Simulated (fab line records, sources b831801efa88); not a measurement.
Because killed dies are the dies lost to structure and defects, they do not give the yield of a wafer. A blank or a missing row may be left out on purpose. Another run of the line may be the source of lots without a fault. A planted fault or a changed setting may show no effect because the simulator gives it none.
Which tool was responsible? / flow sky130 / 24 lots with 72 wafers sampled at 6 steps, on a route of 708 steps

WHAT EACH GAUGE READ, for each wafer
SKY_METAL4_CD_MEAS_13 targets a cd of 300 nm.
lot=L074; measured=day 41 18:28; on=cd sem-01; cd nm (nm)=301.2 299.9 301.2
lot=L075; measured=day 41 23:46; on=cd sem-01; cd nm (nm)=300.7 300.7 300.2
lot=L077; measured=day 42 12:14; on=cd sem-01; cd nm (nm)=299.6 298.6 297.3
lot=L076; measured=day 42 13:29; on=cd sem-02; cd nm (nm)=299.4 299.7 300.9
lot=L078; measured=day 42 16:23; on=cd sem-01; cd nm (nm)=301.9 302.7 300.4
lot=L079; measured=day 43 04:13; on=cd sem-01; cd nm (nm)=299.0 299.2 299.8
lot=L082; measured=day 44 08:14; on=cd sem-02; cd nm (nm)=301.8 301.3 300.6
lot=L080; measured=day 44 08:37; on=cd sem-01; cd nm (nm)=298.5 299.4 299.5
lot=L081; measured=day 44 10:13; on=cd sem-02; cd nm (nm)=300.7 299.1 297.5
lot=L083; measured=day 44 12:37; on=cd sem-02; cd nm (nm)=298.9 300.7 299.1
lot=L084; measured=day 44 14:31; on=cd sem-01; cd nm (nm)=299.9 300.2 299.5
lot=L085; measured=day 44 17:04; on=cd sem-02; cd nm (nm)=302.6 300.6 302.0
lot=L086; measured=day 45 02:50; on=cd sem-02; cd nm (nm)=301.6 301.8 300.3
lot=L087; measured=day 45 11:47; on=cd sem-02; cd nm (nm)=298.5 299.5 298.7
lot=L088; measured=day 45 15:50; on=cd sem-01; cd nm (nm)=300.5 299.6 298.6
lot=L089; measured=day 45 16:58; on=cd sem-01; cd nm (nm)=297.6 299.0 298.5
lot=L090; measured=day 45 22:41; on=cd sem-02; cd nm (nm)=301.7 301.9 302.1
lot=L091; measured=day 46 03:28; on=cd sem-01; cd nm (nm)=297.8 299.6 299.3
lot=L092; measured=day 46 14:13; on=cd sem-01; cd nm (nm)=301.3 299.9 301.1
lot=L093; measured=day 46 17:38; on=cd sem-01; cd nm (nm)=301.3 300.6 301.4
lot=L094; measured=day 46 21:23; on=cd sem-01; cd nm (nm)=299.4 298.4 299.3
lot=L095; measured=day 47 05:31; on=cd sem-01; cd nm (nm)=300.6 301.3 300.6
lot=L096; measured=day 47 10:35; on=cd sem-02; cd nm (nm)=299.4 299.0 300.2
lot=L097; measured=day 47 14:55; on=cd sem-02; cd nm (nm)=301.7 301.8 300.5

SKY_VIA4_RS_MEAS_19: measures by four-point-probe.
lot=L074; measured=day 42 20:38; on=film metro-01; VIA4_W_RS (ohm/sq)=0.2227 0.2253 0.2226
lot=L075; measured=day 43 02:08; on=film metro-03; VIA4_W_RS (ohm/sq)=0.2258 0.2291 0.2269
lot=L077; measured=day 43 13:42; on=film metro-02; VIA4_W_RS (ohm/sq)=0.2249 0.2236 0.2262
lot=L076; measured=day 43 14:46; on=film metro-02; VIA4_W_RS (ohm/sq)=0.2256 0.2264 0.2254
lot=L078; measured=day 43 17:31; on=film metro-01; VIA4_W_RS (ohm/sq)=0.2235 0.2238 0.2235
lot=L079; measured=day 44 05:26; on=film metro-03; VIA4_W_RS (ohm/sq)=0.2264 0.2255 0.2264
lot=L082; measured=day 45 09:05; on=film metro-01; VIA4_W_RS (ohm/sq)=0.2259 0.2262 0.2253
lot=L080; measured=day 45 09:41; on=film metro-01; VIA4_W_RS (ohm/sq)=0.2260 0.2244 0.2291
lot=L081; measured=day 45 10:41; on=film metro-03; VIA4_W_RS (ohm/sq)=0.2254 0.2260 0.2283
lot=L083; measured=day 45 13:35; on=film metro-01; VIA4_W_RS (ohm/sq)=0.2281 0.2266 0.2285
lot=L084; measured=day 45 14:56; on=film metro-01; VIA4_W_RS (ohm/sq)=0.2263 0.2272 0.2300
lot=L085; measured=day 45 17:14; on=film metro-03; VIA4_W_RS (ohm/sq)=0.2270 0.2267 0.2278
lot=L086; measured=day 46 02:19; on=film metro-03; VIA4_W_RS (ohm/sq)=0.2261 0.2257 0.2250
lot=L087; measured=day 46 10:48; on=film metro-02; VIA4_W_RS (ohm/sq)=0.2273 0.2309 0.2275
lot=L088; measured=day 46 14:55; on=film metro-02; VIA4_W_RS (ohm/sq)=0.2249 0.2238 0.2260
lot=L089; measured=day 46 16:24; on=film metro-03; VIA4_W_RS (ohm/sq)=0.2213 0.2235 0.2245
lot=L090; measured=day 46 21:14; on=film metro-03; VIA4_W_RS (ohm/sq)=0.2273 0.2289 0.2265
lot=L091; measured=day 47 00:55; on=film metro-03; VIA4_W_RS (ohm/sq)=0.2248 0.2273 0.2290
lot=L092; measured=day 47 12:58; on=film metro-02; VIA4_W_RS (ohm/sq)=0.2276 0.2237 0.2247
lot=L093; measured=day 47 16:32; on=film metro-01; VIA4_W_RS (ohm/sq)=0.2262 0.2253 0.2251
lot=L094; measured=day 47 19:46; on=film metro-03; VIA4_W_RS (ohm/sq)=0.2259 0.2291 0.2288
lot=L095; measured=day 48 04:26; on=film metro-01; VIA4_W_RS (ohm/sq)=0.2285 0.2267 0.2270
lot=L096; measured=day 48 08:52; on=film metro-01; VIA4_W_RS (ohm/sq)=0.2251 0.2240 0.2262
lot=L097; measured=day 48 13:05; on=film metro-02; VIA4_W_RS (ohm/sq)=0.2271 0.2305 0.2289

WHAT TOOL EACH LOT RAN ON (gives the tool, then ch and the chambers of the sampled wafers, and finally the start)
lot=L074; SKY_VIA3_SPUTTER_20=pvd sputter-03, day 39 17:10; SKY_METAL4_SPUTTER_00=pvd sputter-04, day 39 17:50; SKY_METAL4_SPUTTER_01=pvd sputter-04, day 39 17:51; SKY_VIA4_CMP_02=cmp-02 ch 1,2,3, day 41 20:09
lot=L075; SKY_VIA3_SPUTTER_20=pvd sputter-01, day 39 21:52; SKY_METAL4_SPUTTER_00=pvd sputter-04, day 39 22:32; SKY_METAL4_SPUTTER_01=pvd sputter-04, day 39 22:34; SKY_VIA4_CMP_02=cmp-01 ch 2,3, day 42 01:31
lot=L077; SKY_VIA3_SPUTTER_20=pvd sputter-03, day 40 10:47; SKY_METAL4_SPUTTER_00=pvd sputter-04, day 40 11:27; SKY_METAL4_SPUTTER_01=pvd sputter-04, day 40 11:28; SKY_VIA4_CMP_02=cmp-01 ch 1,2,3, day 42 13:43
lot=L076; SKY_VIA3_SPUTTER_20=pvd sputter-04, day 40 12:26; SKY_METAL4_SPUTTER_00=pvd sputter-03, day 40 13:06; SKY_METAL4_SPUTTER_01=pvd sputter-03, day 40 13:07; SKY_VIA4_CMP_02=cmp-01 ch 0,2,3, day 42 15:01
lot=L078; SKY_VIA3_SPUTTER_20=pvd sputter-01, day 40 15:17; SKY_METAL4_SPUTTER_00=pvd sputter-04, day 40 15:57; SKY_METAL4_SPUTTER_01=pvd sputter-04, day 40 15:58; SKY_VIA4_CMP_02=cmp-01 ch 0,1,3, day 42 17:56
lot=L079; SKY_VIA3_SPUTTER_20=pvd sputter-03, day 41 03:19; SKY_METAL4_SPUTTER_00=pvd sputter-04, day 41 03:59; SKY_METAL4_SPUTTER_01=pvd sputter-04, day 41 04:01; SKY_VIA4_CMP_02=cmp-01 ch 0,3, day 43 05:34
lot=L082; SKY_VIA3_SPUTTER_20=pvd sputter-03, day 42 08:55; SKY_METAL4_SPUTTER_00=pvd sputter-02, day 42 09:35; SKY_METAL4_SPUTTER_01=pvd sputter-02, day 42 09:36; SKY_VIA4_CMP_02=cmp-01 ch 0,3, day 44 09:29
lot=L080; SKY_VIA3_SPUTTER_20=pvd sputter-04, day 42 09:04; SKY_METAL4_SPUTTER_00=pvd sputter-03, day 42 09:44; SKY_METAL4_SPUTTER_01=pvd sputter-03, day 42 09:45; SKY_VIA4_CMP_02=cmp-02 ch 0,3, day 44 10:05
lot=L081; SKY_VIA3_SPUTTER_20=pvd sputter-03, day 42 10:40; SKY_METAL4_SPUTTER_00=pvd sputter-04, day 42 11:20; SKY_METAL4_SPUTTER_01=pvd sputter-04, day 42 11:22; SKY_VIA4_CMP_02=cmp-01 ch 1,2, day 44 11:32
lot=L083; SKY_VIA3_SPUTTER_20=pvd sputter-01, day 42 13:13; SKY_METAL4_SPUTTER_00=pvd sputter-03, day 42 13:53; SKY_METAL4_SPUTTER_01=pvd sputter-03, day 42 13:55; SKY_VIA4_CMP_02=cmp-02 ch 1,2,3, day 44 14:13
lot=L084; SKY_VIA3_SPUTTER_20=pvd sputter-04, day 42 15:43; SKY_METAL4_SPUTTER_00=pvd sputter-03, day 42 16:23; SKY_METAL4_SPUTTER_01=pvd sputter-03, day 42 16:25; SKY_VIA4_CMP_02=cmp-01 ch 1,3, day 44 16:08
lot=L085; SKY_VIA3_SPUTTER_20=pvd sputter-01, day 42 19:04; SKY_METAL4_SPUTTER_00=pvd sputter-04, day 42 19:44; SKY_METAL4_SPUTTER_01=pvd sputter-04, day 42 19:46; SKY_VIA4_CMP_02=cmp-01 ch 0,2,3, day 44 18:26
lot=L086; SKY_VIA3_SPUTTER_20=pvd sputter-01, day 43 04:04; SKY_METAL4_SPUTTER_00=pvd sputter-03, day 43 04:44; SKY_METAL4_SPUTTER_01=pvd sputter-03, day 43 04:45; SKY_VIA4_CMP_02=cmp-01 ch 2,3, day 45 04:35
lot=L087; SKY_VIA3_SPUTTER_20=pvd sputter-03, day 43 13:13; SKY_METAL4_SPUTTER_00=pvd sputter-04, day 43 13:53; SKY_METAL4_SPUTTER_01=pvd sputter-04, day 43 13:55; SKY_VIA4_CMP_02=cmp-02 ch 1,3, day 45 13:14
lot=L088; SKY_VIA3_SPUTTER_20=pvd sputter-03, day 43 17:55; SKY_METAL4_SPUTTER_00=pvd sputter-02, day 43 18:43; SKY_METAL4_SPUTTER_01=pvd sputter-02, day 43 18:44; SKY_VIA4_CMP_02=cmp-02 ch 2,3, day 45 17:31
lot=L089; SKY_VIA3_SPUTTER_20=pvd sputter-03, day 43 18:54; SKY_METAL4_SPUTTER_00=pvd sputter-02, day 43 19:34; SKY_METAL4_SPUTTER_01=pvd sputter-02, day 43 19:35; SKY_VIA4_CMP_02=cmp-02 ch 0,1,2, day 45 18:51
lot=L090; SKY_VIA3_SPUTTER_20=pvd sputter-04, day 44 01:43; SKY_METAL4_SPUTTER_00=pvd sputter-02, day 44 02:23; SKY_METAL4_SPUTTER_01=pvd sputter-02, day 44 02:25; SKY_VIA4_CMP_02=cmp-02 ch 1,2,3, day 46 00:23
lot=L091; SKY_VIA3_SPUTTER_20=pvd sputter-04, day 44 07:17; SKY_METAL4_SPUTTER_00=pvd sputter-03, day 44 07:58; SKY_METAL4_SPUTTER_01=pvd sputter-03, day 44 07:59; SKY_VIA4_CMP_02=cmp-02 ch 0,2,3, day 46 04:51
lot=L092; SKY_VIA3_SPUTTER_20=pvd sputter-04, day 44 19:16; SKY_METAL4_SPUTTER_00=pvd sputter-04, day 44 19:57; SKY_METAL4_SPUTTER_01=pvd sputter-04, day 44 19:59; SKY_VIA4_CMP_02=cmp-01 ch 0,2,3, day 46 15:44
lot=L093; SKY_VIA3_SPUTTER_20=pvd sputter-04, day 44 23:10; SKY_METAL4_SPUTTER_00=pvd sputter-03, day 44 23:50; SKY_METAL4_SPUTTER_01=pvd sputter-03, day 44 23:52; SKY_VIA4_CMP_02=cmp-02 ch 0,2,3, day 46 19:07
lot=L094; SKY_VIA3_SPUTTER_20=pvd sputter-03, day 45 03:20; SKY_METAL4_SPUTTER_00=pvd sputter-02, day 45 04:06; SKY_METAL4_SPUTTER_01=pvd sputter-02, day 45 04:07; SKY_VIA4_CMP_02=cmp-01 ch 1,2,3, day 46 22:49
lot=L095; SKY_VIA3_SPUTTER_20=pvd sputter-04, day 45 11:23; SKY_METAL4_SPUTTER_00=pvd sputter-04, day 45 12:04; SKY_METAL4_SPUTTER_01=pvd sputter-04, day 45 12:05; SKY_VIA4_CMP_02=cmp-02 ch 0,1,3, day 47 07:11
lot=L096; SKY_VIA3_SPUTTER_20=pvd sputter-03, day 45 16:45; SKY_METAL4_SPUTTER_00=pvd sputter-04, day 45 17:31; SKY_METAL4_SPUTTER_01=pvd sputter-04, day 45 17:32; SKY_VIA4_CMP_02=cmp-01 ch 0,3, day 47 12:06
lot=L097; SKY_VIA3_SPUTTER_20=pvd sputter-03, day 45 20:35; SKY_METAL4_SPUTTER_00=pvd sputter-04, day 45 21:15; SKY_METAL4_SPUTTER_01=pvd sputter-04, day 45 21:16; SKY_VIA4_CMP_02=cmp-02 ch 1,2,3, day 47 16:28
- SKY_VIA3_SPUTTER_20: material TiN, target thk 20 nm, time 83.35 s.
- SKY_METAL4_SPUTTER_00: material Ti, target thk 15 nm, time 10 s.
- SKY_METAL4_SPUTTER_01: material TiN, target thk 20 nm, time 16.7 s.
- SKY_VIA4_CMP_02: polishes SiO2.

WHAT THE TOOLS THEMSELVES READ (means of the sampled wafers that have a number; where no wafer has one, the mark that the record gives instead)
SKY_VIA3_SPUTTER_20.
lot=L074; tool=pvd sputter-03; chamber pressure pa (Pa)=5.004; throttle valve pct (%)=31.1
lot=L075; tool=pvd sputter-01; chamber pressure pa (Pa)=5.000; throttle valve pct (%)=30.5
lot=L077; tool=pvd sputter-03; chamber pressure pa (Pa)=5.008; throttle valve pct (%)=28.8
lot=L076; tool=pvd sputter-04; chamber pressure pa (Pa)=5.004; throttle valve pct (%)=30.3
lot=L078; tool=pvd sputter-01; chamber pressure pa (Pa)=5.003; throttle valve pct (%)=29.5
lot=L079; tool=pvd sputter-03; chamber pressure pa (Pa)=5.004; throttle valve pct (%)=30.6
lot=L082; tool=pvd sputter-03; chamber pressure pa (Pa)=4.997; throttle valve pct (%)=29.6
lot=L080; tool=pvd sputter-04; chamber pressure pa (Pa)=4.989; throttle valve pct (%)=29.3
lot=L081; tool=pvd sputter-03; chamber pressure pa (Pa)=4.999; throttle valve pct (%)=29.3
lot=L083; tool=pvd sputter-01; chamber pressure pa (Pa)=4.996; throttle valve pct (%)=29.9
lot=L084; tool=pvd sputter-04; chamber pressure pa (Pa)=4.996; throttle valve pct (%)=29.6
lot=L085; tool=pvd sputter-01; chamber pressure pa (Pa)=4.993; throttle valve pct (%)=30.6
lot=L086; tool=pvd sputter-01; chamber pressure pa (Pa)=4.991; throttle valve pct (%)=30.0
lot=L087; tool=pvd sputter-03; chamber pressure pa (Pa)=4.999; throttle valve pct (%)=29.5
lot=L088; tool=pvd sputter-03; chamber pressure pa (Pa)=5.000; throttle valve pct (%)=29.4
lot=L089; tool=pvd sputter-03; chamber pressure pa (Pa)=4.996; throttle valve pct (%)=30.0
lot=L090; tool=pvd sputter-04; chamber pressure pa (Pa)=4.992; throttle valve pct (%)=28.9
lot=L091; tool=pvd sputter-04; chamber pressure pa (Pa)=5.001; throttle valve pct (%)=29.8
lot=L092; tool=pvd sputter-04; chamber pressure pa (Pa)=5.000; throttle valve pct (%)=30.5
lot=L093; tool=pvd sputter-04; chamber pressure pa (Pa)=4.996; throttle valve pct (%)=29.8
lot=L094; tool=pvd sputter-03; chamber pressure pa (Pa)=5.004; throttle valve pct (%)=31.1
lot=L095; tool=pvd sputter-04; chamber pressure pa (Pa)=4.999; throttle valve pct (%)=30.2
lot=L096; tool=pvd sputter-03; chamber pressure pa (Pa)=4.995; throttle valve pct (%)=30.8
lot=L097; tool=pvd sputter-03; chamber pressure pa (Pa)=5.009; throttle valve pct (%)=30.9

SKY_METAL4_SPUTTER_00.
lot=L074; tool=pvd sputter-04; chamber pressure pa (Pa)=0.3999; throttle valve pct (%)=29.6
lot=L075; tool=pvd sputter-04; chamber pressure pa (Pa)=0.3993; throttle valve pct (%)=30.8
lot=L077; tool=pvd sputter-04; chamber pressure pa (Pa)=0.3999; throttle valve pct (%)=31.1
lot=L076; tool=pvd sputter-03; chamber pressure pa (Pa)=0.4002; throttle valve pct (%)=29.9
lot=L078; tool=pvd sputter-04; chamber pressure pa (Pa)=0.3995; throttle valve pct (%)=29.6
lot=L079; tool=pvd sputter-04; chamber pressure pa (Pa)=0.4008; throttle valve pct (%)=30.0
lot=L082; tool=pvd sputter-02; chamber pressure pa (Pa)=0.3999; throttle valve pct (%)=29.5
lot=L080; tool=pvd sputter-03; chamber pressure pa (Pa)=0.4007; throttle valve pct (%)=29.8
lot=L081; tool=pvd sputter-04; chamber pressure pa (Pa)=0.3999; throttle valve pct (%)=29.4
lot=L083; tool=pvd sputter-03; chamber pressure pa (Pa)=0.3995; throttle valve pct (%)=29.7
lot=L084; tool=pvd sputter-03; chamber pressure pa (Pa)=0.3999; throttle valve pct (%)=30.1
lot=L085; tool=pvd sputter-04; chamber pressure pa (Pa)=0.4004; throttle valve pct (%)=29.8
lot=L086; tool=pvd sputter-03; chamber pressure pa (Pa)=0.3999; throttle valve pct (%)=29.6
lot=L087; tool=pvd sputter-04; chamber pressure pa (Pa)=0.3999; throttle valve pct (%)=29.6
lot=L088; tool=pvd sputter-02; chamber pressure pa (Pa)=0.3996; throttle valve pct (%)=29.4
lot=L089; tool=pvd sputter-02; chamber pressure pa (Pa)=0.3999; throttle valve pct (%)=29.5
lot=L090; tool=pvd sputter-02; chamber pressure pa (Pa)=0.3997; throttle valve pct (%)=29.5
lot=L091; tool=pvd sputter-03; chamber pressure pa (Pa)=0.3994; throttle valve pct (%)=30.5
lot=L092; tool=pvd sputter-04; chamber pressure pa (Pa)=0.4003; throttle valve pct (%)=29.7
lot=L093; tool=pvd sputter-03; chamber pressure pa (Pa)=0.3996; throttle valve pct (%)=30.8
lot=L094; tool=pvd sputter-02; chamber pressure pa (Pa)=0.4002; throttle valve pct (%)=29.6
lot=L095; tool=pvd sputter-04; chamber pressure pa (Pa)=0.3999; throttle valve pct (%)=30.0
lot=L096; tool=pvd sputter-04; chamber pressure pa (Pa)=0.3999; throttle valve pct (%)=29.7
lot=L097; tool=pvd sputter-04; chamber pressure pa (Pa)=0.4000; throttle valve pct (%)=29.0

SKY_METAL4_SPUTTER_01.
lot=L074; tool=pvd sputter-04; chamber pressure pa (Pa)=0.3992; throttle valve pct (%)=29.7
lot=L075; tool=pvd sputter-04; chamber pressure pa (Pa)=0.3997; throttle valve pct (%)=30.7
lot=L077; tool=pvd sputter-04; chamber pressure pa (Pa)=0.4003; throttle valve pct (%)=31.1
lot=L076; tool=pvd sputter-03; chamber pressure pa (Pa)=0.4004; throttle valve pct (%)=29.8
lot=L078; tool=pvd sputter-04; chamber pressure pa (Pa)=0.4004; throttle valve pct (%)=29.6
lot=L079; tool=pvd sputter-04; chamber pressure pa (Pa)=0.4006; throttle valve pct (%)=30.0
lot=L082; tool=pvd sputter-02; chamber pressure pa (Pa)=0.4002; throttle valve pct (%)=29.5
lot=L080; tool=pvd sputter-03; chamber pressure pa (Pa)=0.4000; throttle valve pct (%)=29.5
lot=L081; tool=pvd sputter-04; chamber pressure pa (Pa)=0.4001; throttle valve pct (%)=29.3
lot=L083; tool=pvd sputter-03; chamber pressure pa (Pa)=0.4003; throttle valve pct (%)=29.8
lot=L084; tool=pvd sputter-03; chamber pressure pa (Pa)=0.4001; throttle valve pct (%)=29.9
lot=L085; tool=pvd sputter-04; chamber pressure pa (Pa)=0.3995; throttle valve pct (%)=29.6
lot=L086; tool=pvd sputter-03; chamber pressure pa (Pa)=0.4002; throttle valve pct (%)=29.6
lot=L087; tool=pvd sputter-04; chamber pressure pa (Pa)=0.4000; throttle valve pct (%)=29.7
lot=L088; tool=pvd sputter-02; chamber pressure pa (Pa)=0.3998; throttle valve pct (%)=29.3
lot=L089; tool=pvd sputter-02; chamber pressure pa (Pa)=0.3993; throttle valve pct (%)=29.4
lot=L090; tool=pvd sputter-02; chamber pressure pa (Pa)=0.3997; throttle valve pct (%)=29.5
lot=L091; tool=pvd sputter-03; chamber pressure pa (Pa)=0.3998; throttle valve pct (%)=30.4
lot=L092; tool=pvd sputter-04; chamber pressure pa (Pa)=0.3992; throttle valve pct (%)=29.5
lot=L093; tool=pvd sputter-03; chamber pressure pa (Pa)=0.3995; throttle valve pct (%)=30.7
lot=L094; tool=pvd sputter-02; chamber pressure pa (Pa)=0.4002; throttle valve pct (%)=29.7
lot=L095; tool=pvd sputter-04; chamber pressure pa (Pa)=0.4004; throttle valve pct (%)=30.0
lot=L096; tool=pvd sputter-04; chamber pressure pa (Pa)=0.4004; throttle valve pct (%)=29.6
lot=L097; tool=pvd sputter-04; chamber pressure pa (Pa)=0.3987; throttle valve pct (%)=29.0

SKY_VIA4_CMP_02.
lot=L074; tool=cmp-02; motor current A (A)=11.6; slurry filter dp kPa (kPa)=13.48
lot=L075; tool=cmp-01; motor current A (A)=11.8; slurry filter dp kPa (kPa)=13.53
lot=L077; tool=cmp-01; motor current A (A)=12.1; slurry filter dp kPa (kPa)=13.49
lot=L076; tool=cmp-01; motor current A (A)=11.8; slurry filter dp kPa (kPa)=13.28
lot=L078; tool=cmp-01; motor current A (A)=12.5; slurry filter dp kPa (kPa)=13.57
lot=L079; tool=cmp-01; motor current A (A)=11.9; slurry filter dp kPa (kPa)=13.47
lot=L082; tool=cmp-01; motor current A (A)=12.4; slurry filter dp kPa (kPa)=13.53
lot=L080; tool=cmp-02; motor current A (A)=12.3; slurry filter dp kPa (kPa)=13.54
lot=L081; tool=cmp-01; motor current A (A)=11.9; slurry filter dp kPa (kPa)=13.35
lot=L083; tool=cmp-02; motor current A (A)=11.6; slurry filter dp kPa (kPa)=13.52
lot=L084; tool=cmp-01; motor current A (A)=11.8; slurry filter dp kPa (kPa)=13.64
lot=L085; tool=cmp-01; motor current A (A)=11.9; slurry filter dp kPa (kPa)=13.50
lot=L086; tool=cmp-01; motor current A (A)=11.1; slurry filter dp kPa (kPa)=13.55
lot=L087; tool=cmp-02; motor current A (A)=11.1; slurry filter dp kPa (kPa)=13.42
lot=L088; tool=cmp-02; motor current A (A)=11.5; slurry filter dp kPa (kPa)=13.36
lot=L089; tool=cmp-02; motor current A (A)=13.3; slurry filter dp kPa (kPa)=13.55
lot=L090; tool=cmp-02; motor current A (A)=11.4; slurry filter dp kPa (kPa)=13.38
lot=L091; tool=cmp-02; motor current A (A)=12.8; slurry filter dp kPa (kPa)=13.43
lot=L092; tool=cmp-01; motor current A (A)=11.7; slurry filter dp kPa (kPa)=13.32
lot=L093; tool=cmp-02; motor current A (A)=12.6; slurry filter dp kPa (kPa)=13.65
lot=L094; tool=cmp-01; motor current A (A)=11.7; slurry filter dp kPa (kPa)=13.37
lot=L095; tool=cmp-02; motor current A (A)=13.0; slurry filter dp kPa (kPa)=13.50
lot=L096; tool=cmp-01; motor current A (A)=12.2; slurry filter dp kPa (kPa)=13.59
lot=L097; tool=cmp-02; motor current A (A)=11.4; slurry filter dp kPa (kPa)=13.53

THE ANSWER, worked out from the rows above alone
Rule: usual is defined by the lots themselves. The widest of any qualifying gaps counts: lots, ordered by their means at a reading, are off when they make up no more than a third of the lots, leave a main group of 4 or more, and stand apart from it by 3 or more times the standard deviation of that group's means. A main group is skipped when, at the precision printed for the reading in the tables above, its means are all equal. A lot without any number at a reading at which 4 lots or more have one is off too. The other lots that the step has rows for count as sound. After the gauges, taken in route order, come the tools' own readings; for these a lot's mean is taken, as printed above. At the first step where some lot is off, the reading lying furthest off is the one used; lots without a number count as furthest.
Nothing can be told from this: no lot is off at any reading shown.

WHAT WAS PUT IN BY THE SIMULATOR
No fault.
